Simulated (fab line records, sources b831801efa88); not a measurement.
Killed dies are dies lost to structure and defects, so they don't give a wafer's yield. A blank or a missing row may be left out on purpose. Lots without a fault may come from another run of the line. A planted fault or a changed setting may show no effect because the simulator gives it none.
One fault seen from 2 desks | flow sky130 | each desk has only its own numbers; what lay behind them comes last

THE METROLOGY DESK
What the gauges read, lot by lot, whatever tool the lot ran on: means of the sampled wafers that have a number. A lot is out of limits, marked OUT, if its mean lies more than 4 standard deviations from the usual mean; the brackets give that distance.
Columns: A = VIA3_W_THK at SKY_VIA3_THK_MEAS_23, usual 407 nm
lot  | first seen here | A
L949 | day 39 11:46    | 404
L957 | day 42 03:20    | 406
L962 | day 43 21:22    | 405
L963 | day 43 21:50    | 413
L967 | day 45 09:22    | 409
L968 | day 45 11:55    | 417
L969 | day 45 14:41    | 411
L970 | day 45 18:46    | 401
L971 | day 46 01:10    | 403
L972 | day 46 01:35    | 405
This desk's finding: nothing out of limits on any of the 10 lots.

THE TOOL OWNER'S DESK: rie_diel-04
The tool's own readings at SKY_VIA3_ETCH_14 (etches BARC in N2/H2, stops on SiO2, time 45.9 s, target depth 60 nm): means of the sampled wafers that have a number, for each lot that ran on this tool. A lot is out of limits, marked OUT, if its mean lies more than 4 standard deviations from the usual mean; the brackets give that distance.
Columns: A = drypump_motor_current_A at SKY_VIA3_ETCH_14, usual 5.6 A; B = h2_flow_sccm at SKY_VIA3_ETCH_14, usual 200.1 sccm; C = oes_product_au at SKY_VIA3_ETCH_14, usual 0.854 a.u.; D = run_length_s at SKY_VIA3_ETCH_14, usual 74.2 s; E = throttle_valve_pct at SKY_VIA3_ETCH_14, usual 13.225 %
lot  | first seen here | A   | B     | C               | D               | E
L957 | day 42 02:16    | 5.7 | 199.8 | 0.909 (+12) OUT | 71.9 (-4.4) OUT | 13.227
L968 | day 45 10:55    | 5.5 | 199.5 | 0.852           | 74.2            | 13.220
L969 | day 45 13:40    | 5.5 | 200.6 | 0.858           | 73.9            | 13.237
L970 | day 45 17:46    | 5.5 | 200.7 | 0.857           | 74.0            | 13.227
L972 | day 46 00:35    | 5.5 | 199.9 | 0.856           | 73.8            | 13.229
This desk's finding: out of limits on L957; first on L957, day 42 02:16 (oes_product_au at SKY_VIA3_ETCH_14). In limits: L968, L969, L970, L972.

PUT TOGETHER
The tool owner's desk could have raised an alarm at day 42 02:16, on L957.
The metrology desk saw nothing out of limits.
The metrology desk has L957 on record, within its limits.
Of the lots named, all ran SKY_VIA3_ETCH_14 on rie_diel-04.

WHAT THE SIMULATOR HAD PUT IN
Process parameter drift: rie_diel-04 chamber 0, from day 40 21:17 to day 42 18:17, at SKY_VIA3_ETCH_14. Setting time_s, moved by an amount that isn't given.
Lots struck among those shown: L957.
Hours from the fault's start to each desk's first reading out of limits: the tool owner's desk, 29.
